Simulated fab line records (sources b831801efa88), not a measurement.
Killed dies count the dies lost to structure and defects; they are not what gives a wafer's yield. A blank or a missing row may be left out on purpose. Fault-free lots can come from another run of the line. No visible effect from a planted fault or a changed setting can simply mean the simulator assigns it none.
A single fault, viewed from 2 desks / flow gf180mcu / only its own numbers are on each desk; what lay behind them is given at the end

TOOL OWNER'S DESK, cmp-02
The tool's own readings at GF_STI_CMP_25 (polishes, stops on Si3N4, t overpolish 33 s, target thk 524.6 nm): means of the sampled wafers that have a number, for each lot that ran on this tool. Marked OUT: a lot whose mean sits more than 4 standard deviations from the usual mean, which makes it out of limits; the brackets give that distance.
Columns: A = motor_current_A at GF_STI_CMP_25, usual 12.9 A; B = overpolish_run_s at GF_STI_CMP_25, usual 33.001 s; C = slurry_flow_ml_min at GF_STI_CMP_25, usual 150.0; D = time_to_endpoint_s at GF_STI_CMP_25, usual 123 s
lot=L969; first seen here=day 3 04:09; A=12.7; B=32.999; C=149.6; D=118
lot=L971; first seen here=day 3 09:52; A=11.3; B=32.994; C=149.6; D=122
lot=L972; first seen here=day 3 15:45; A=12.6; B=33.009; C=150.4; D=125
lot=L982; first seen here=day 5 19:12; A=12.2; B=33.005; C=150.1; D=248 (+29) OUT
lot=L983; first seen here=day 6 01:59; A=13.1; B=33.011; C=149.8; D=248 (+29) OUT
This desk finds L982, L983 out of limits, L982 being first, at day 5 19:12 (time_to_endpoint_s at GF_STI_CMP_25). In limits: L969, L971, L972.

FROM THE METROLOGY DESK
What the gauges read, lot by lot, whatever tool the lot ran on: means of the sampled wafers that have a number. Marked OUT: a lot whose mean sits more than 4 standard deviations from the usual mean, which makes it out of limits; the brackets give that distance.
Columns: A = cd_nm at GF_V2_CD_MEAS_14, usual 259.9 nm; B = M4_ALCU_THK at GF_M4_THK_MEAS_06, usual 454 nm; C = V4_OVL at GF_V4_OVL_MEAS_15, usual 3 nm
lot=L965; first seen here=day 20 18:14; A=259.9; B=449; C=1
lot=L966; first seen here=day 20 21:05; A=258.6; B=447; C=-3
lot=L967; first seen here=day 21 08:31; A=262.4; B=452; C=1
lot=L968; first seen here=day 21 21:31; A=259.1; B=462; C=1
lot=L969; first seen here=day 22 02:46; A=258.6; B=454; C=4
lot=L970; first seen here=day 22 06:45; A=260.6; B=447; C=-4
lot=L971; first seen here=day 22 11:49; A=261.3; B=453; C=-2
lot=L972; first seen here=day 22 18:10; A=260.0; B=449; C=11
lot=L973; first seen here=day 23 08:42; A=261.2; B=459; C=1
lot=L974; first seen here=day 23 14:16; A=259.2; B=449; C=6
lot=L982; first seen here=day 26 10:17; A=258.8; B=454; C=1
lot=L983; first seen here=day 26 16:29; A=258.3; B=460; C=6
lot=L985; first seen here=day 27 01:43; A=258.4; B=456; C=-1
lot=L988; first seen here=day 27 23:18; A=258.2; B=455; C=4
This desk's verdict: no lot among the 14 shows anything out of limits.

ALL TOGETHER
At day 5 19:12, on L982, L983, the tool owner's desk was in a position to raise an alarm.
Nothing out of limits was seen by the metrology desk.
The metrology desk has L982, L983 on record, within its limits.
Of the lots named, all ran GF_STI_CMP_25 on cmp-02.

WHAT THE SIMULATOR HAD INSERTED
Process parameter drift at GF_STI_CMP_25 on cmp-02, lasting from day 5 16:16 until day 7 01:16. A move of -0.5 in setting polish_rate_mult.
Lots struck among those shown: L982, L983.
How many hours passed from the start of the fault until each desk's first out-of-limits reading: the tool owner's desk, 3.
